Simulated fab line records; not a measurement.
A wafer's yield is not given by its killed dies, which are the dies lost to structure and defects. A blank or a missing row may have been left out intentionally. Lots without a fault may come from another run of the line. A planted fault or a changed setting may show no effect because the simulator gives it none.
What tool caused it?	flow gf180mcu	Sampling: 11 lots, 33 wafers, 4 of 602 route steps

WHAT EACH GAUGE READ, for each wafer
GF_MVSD_TW_MEAS_11.
lot	measured	on	MVSD_TW
L635	day 4 13:53	film metro-04	1566 1569 1567
L636	day 4 16:53	film metro-04	1563 1566 1556
L637	day 4 22:27	film metro-01	1589 1593 1598
L638	day 5 06:49	film metro-01	1594 1590 1585
L639	day 5 12:32	film metro-03	1575 1580 1576
L640	day 5 17:08	film metro-01	1582 1584 1578
L641	day 5 23:22	film metro-03	1582 1574 1564
L642	day 6 06:04	film metro-04	1548 1552 1557
L648	day 7 20:32	film metro-03	1591 1592 1589
L650	day 8 01:53	film metro-04	2373 2365 2380
L651	day 8 08:24	film metro-01	2407 2409 2408

GF_VT_IMPLANT_RS_MEAS_46: measures by four-point-probe.
lot	measured	on	MVSD_RS (ohm/sq)
L635	day 7 16:46	film metro-04	457.7 455.1 456.5
L636	day 7 20:38	film metro-01	457.7 457.6 458.5
L637	day 8 03:41	film metro-01	456.3 457.6 457.1
L638	day 8 13:00	film metro-03	455.7 455.9 455.7
L639	day 8 19:46	film metro-03	456.2 456.8 455.8
L640	day 9 01:00	film metro-04	456.2 457.4 457.0
L641	day 9 09:11	film metro-03	455.2 457.1 456.7
L642	day 9 15:39	film metro-03	453.9 455.7 454.6
L648	day 11 12:04	film metro-03	455.2 454.9 455.2
L650	day 11 17:40	film metro-04	- - -
L651	day 12 01:49	film metro-01	- - -

GF_M2_RS_MEAS_05: measures by four-point-probe.
lot	measured	on	M2_ALCU_RS (ohm/sq)
L635	day 18 06:10	film metro-04	0.0706 0.0698 0.0704
L636	day 18 14:23	film metro-04	0.0682 0.0683 0.0680
L637	day 19 00:08	film metro-02	0.0685 0.0689 0.0680
L638	day 19 13:46	film metro-02	0.0674 0.0680 0.0685
L639	day 19 21:28	film metro-02	0.0672 0.0704 0.0680
L640	day 20 07:00	film metro-02	0.0697 0.0695 0.0691
L641	day 20 17:33	film metro-02	0.0692 0.0676 0.0686
L642	day 21 04:20	film metro-02	0.0701 0.0705 0.0703
L648	day 23 06:48	film metro-04	0.0687 0.0697 0.0699
L650	day 23 22:20	film metro-02	0.0680 0.0690 0.0696
L651	day 24 03:58	film metro-02	0.0685 0.0699 0.0701

TOOL THAT RAN EACH LOT (tool first, then ch and the chambers of the sampled wafers, then the start)
lot	GF_MVSD_IMPLANT_08
L635	implanter-02 ch 0, day 4 13:29
L636	implanter-04 ch 0, day 4 16:29
L637	implanter-02 ch 0, day 4 22:04
L638	implanter-03 ch 0, day 5 06:25
L639	implanter-03 ch 0, day 5 12:08
L640	implanter-03 ch 0, day 5 16:44
L641	implanter-03 ch 0, day 5 22:59
L642	implanter-02 ch 0, day 6 05:40
L648	implanter-02 ch 0, day 7 20:08
L650	implanter-03 ch 0, day 8 01:29
L651	implanter-02 ch 0, day 8 08:01
- GF_MVSD_IMPLANT_08

WHAT THE TOOLS THEMSELVES READ (means of the sampled wafers that have a number; where no wafer has one, the mark that the record gives instead)
GF_MVSD_IMPLANT_08.
lot	tool	beam energy keV
L635	implanter-02	399.98
L636	implanter-04	399.87
L637	implanter-02	400.10
L638	implanter-03	400.08
L639	implanter-03	400.01
L640	implanter-03	400.07
L641	implanter-03	400.01
L642	implanter-02	399.88
L648	implanter-02	399.91
L650	implanter-03	400.08
L651	implanter-02	400.12

THE ANSWER, worked out from the rows above alone
Rule: the usual values come from the lots themselves. The widest of any qualifying gaps counts: lots, ordered by their means at a reading, are off when they make up no more than a third of the lots, leave a main group of 4 or more, and stand apart from it by 3 or more times the standard deviation of that group's means. Not used: any main group whose means are identical at the precision the tables above print for the reading. A lot without any number at a reading at which 4 lots or more have one is off too. All remaining lots with rows at the step are treated as sound. Order of review: gauges by route order, followed by the tools' own readings, for which a lot's mean as printed above is used. The first step at which some lot is off is used, and at that step the reading that is off furthest; a lot without a number counts as furthest.
Off: L650, L651, at GF_MVSD_TW_MEAS_11 (MVSD_TW). The main group: mean 1576, standard deviation 13.
If a tool, at a process step before that reading, ran all the lots that are off and no sound lot after the first of them, it fits. Those tools and the gauges at GF_MVSD_TW_MEAS_11 are tried in the same way. None of those tried fits.

WHAT WAS PUT IN BY THE SIMULATOR
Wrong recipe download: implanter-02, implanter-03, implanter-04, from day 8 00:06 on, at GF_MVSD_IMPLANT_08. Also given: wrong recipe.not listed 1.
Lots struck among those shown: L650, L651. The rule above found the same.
